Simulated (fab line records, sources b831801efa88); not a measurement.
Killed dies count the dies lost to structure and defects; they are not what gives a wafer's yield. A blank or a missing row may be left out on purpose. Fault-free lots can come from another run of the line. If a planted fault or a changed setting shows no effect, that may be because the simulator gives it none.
Comparing a struck lot with a sound one -- flow gf180mcu -- 14 steps out of a route of 602
Sound: the wafers L688.1, L688.2, L688.4. Wafers L690.2, L690.3, L690.5 were the ones struck. The cause is given at the end.
Per side, at each step with rows, come the tool, then ch with its chambers, and then its first start. Under that, the readings that differ: sound wafers -- struck wafers -- difference of the means -- sigmas: that difference in standard deviations of wafers without a fault.
alike: same words and numbers on both sides, and readings whose means sit less than 2 such deviations apart. not compared: any withheld reading, any reading some wafer has no value for, any bound like >300 that may hide the same value, and any number with overlapping values for which the record gives no deviation.
A row with sigmas, a row that says differs or no value, or rows on one side alone: a step with any of these is where the two part. Numbers that don't overlap but have no deviation are shown without sigmas and don't part them. A reading missing from all wafers of one side parts the sides only when that side holds two or more wafers.

first, 1 step without rows for these wafers: GF_V4_CVD_00 (deposits SiO2, target thk 600 nm, time 100 s).
GF_V4_THK_MEAS_01:
  struck on film-metro-04, day 27 00:29; sound on film-metro-01, day 26 06:34
  alike: V4_CVD_00_THK
GF_V4_CVD_02: deposits SiO2 from TEOS, target thk 850 nm, time 94.851 s.
  sound on pecvd-03 ch 0,1,2, day 26 06:38; struck on pecvd-04 ch 1,2, day 27 00:32
  alike: heater-power-w
GF_V4_THK_MEAS_03:
  struck on film-metro-02, day 27 00:37; sound on film-metro-02, day 26 06:42
  alike: V4_CVD_02_THK
GF_V4_CMP_04: polishes SiO2.
  sound on cmp-02 ch 1,2,3, day 26 06:46; struck on cmp-01 ch 0,1,2, day 27 00:46
  alike: motor-current-A, slurry-filter-dp-kPa, time-to-endpoint-s
GF_V4_BOW_MEAS_05:
  struck on film-metro-04, day 27 00:59; sound on film-metro-01, day 26 07:04
  alike: V4_BOW
then, 6 steps without rows for these wafers: GF_V4_DEHYDRATE_06 (time 60 s); GF_V4_HMDS_07 (prime time 60 s); GF_V4_COAT_08; GF_V4_COAT_09 (resist thk 1000 nm); GF_V4_SOFTBAKE_10 (time 60 s); GF_V4_EXPOSE_11 (exposes mask Via4, target cd 260 nm).
GF_V4_PEB_12: peb time 90 s.
  sound on litho-track-04 ch 0, day 27 03:00; struck on litho-track-04, day 27 21:08
  no value came back on the struck wafers for chill-plate-temp-C (C), exhaust-pa (Pa), resist-line-temp-C (C); on the sound wafers chill-plate-temp-C (C) reads 22.93 22.80 23.00
then, 1 step without rows for these wafers: GF_V4_DEVELOP_13 (develop time 60 s).

WHERE THEY PART
Only at GF_V4_PEB_12, within this record.

WHY: what the simulator had put in
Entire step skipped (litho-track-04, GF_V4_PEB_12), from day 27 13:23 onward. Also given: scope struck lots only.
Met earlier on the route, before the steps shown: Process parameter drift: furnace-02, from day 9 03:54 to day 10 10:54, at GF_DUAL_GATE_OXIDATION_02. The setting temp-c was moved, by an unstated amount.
